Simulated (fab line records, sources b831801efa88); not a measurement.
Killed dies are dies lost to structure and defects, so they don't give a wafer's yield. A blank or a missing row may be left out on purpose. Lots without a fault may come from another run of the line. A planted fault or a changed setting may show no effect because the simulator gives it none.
Chamber matching | flow sky130 | SKY_VIA3_CMP_24 on cmp-01: 4 sister chambers
The step polishes, stops on SiO2, t overpolish 20 s, target thk 0 nm. 8 wafers are shown with their chamber, then 7 later ones without.

WAFERS WITH THEIR CHAMBER
wafer  | chamber | motor_current_A (A) | time_to_endpoint_s (s)
L256.1 | 2       | 10.4                | 93
L260.2 | 3       | 11.5                | 90
L260.5 | 3       | 11.3                | 92
L268.2 | 1       | 11.0                | 98
L268.5 | 0       | 10.8                | 97
L268.6 | 1       | 11.5                | 100
L274.1 | 0       | 10.8                | 97
L274.2 | 2       | 10.2                | 99

WAFERS WITHOUT THEIR CHAMBER
wafer  | motor_current_A (A) | time_to_endpoint_s (s)
L274.3 | 10.9                | 101
L277.1 | 10.5                | 92
L277.3 | 11.1                | 93
L277.5 | 11.2                | 95
L278.1 | 10.1                | 86
L278.3 | 10.8                | 95
L278.4 | 12.0                | 90

WHICH CHAMBER EACH WENT THROUGH
wafer  | from the rows above          | in truth
L274.3 | can't be placed: 0 or 1 or 2 | 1
L277.1 | can't be placed: 2 or 0      | 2
L277.3 | can't be placed: 3 or 0 or 1 | 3
L277.5 | can't be placed: 1 or 3 or 0 | 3
L278.1 | can't be placed: 2 or 0      | 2
L278.3 | can't be placed: 0 or 2 or 1 | 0
L278.4 | 3                            | 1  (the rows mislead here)
Placed correctly: 0 of 7. Can't be placed from these rows: 6 (the true chamber is among the candidates in 6). Placed wrongly: 1.
How it was worked out, from the rows above alone: a wafer's distance from a chamber is the root of the sum, over the readings, of the square of ((its reading less the chamber's mean) divided by the reading's scatter). The wafer belongs to the nearest chamber; if the next one is less than 2 further off, it can't be placed. A chamber's mean is the mean of its shown wafers. The scatter: the root of (the sum of the squares of (reading less its chamber's mean) over the shown wafers, divided by (wafers less chambers)).
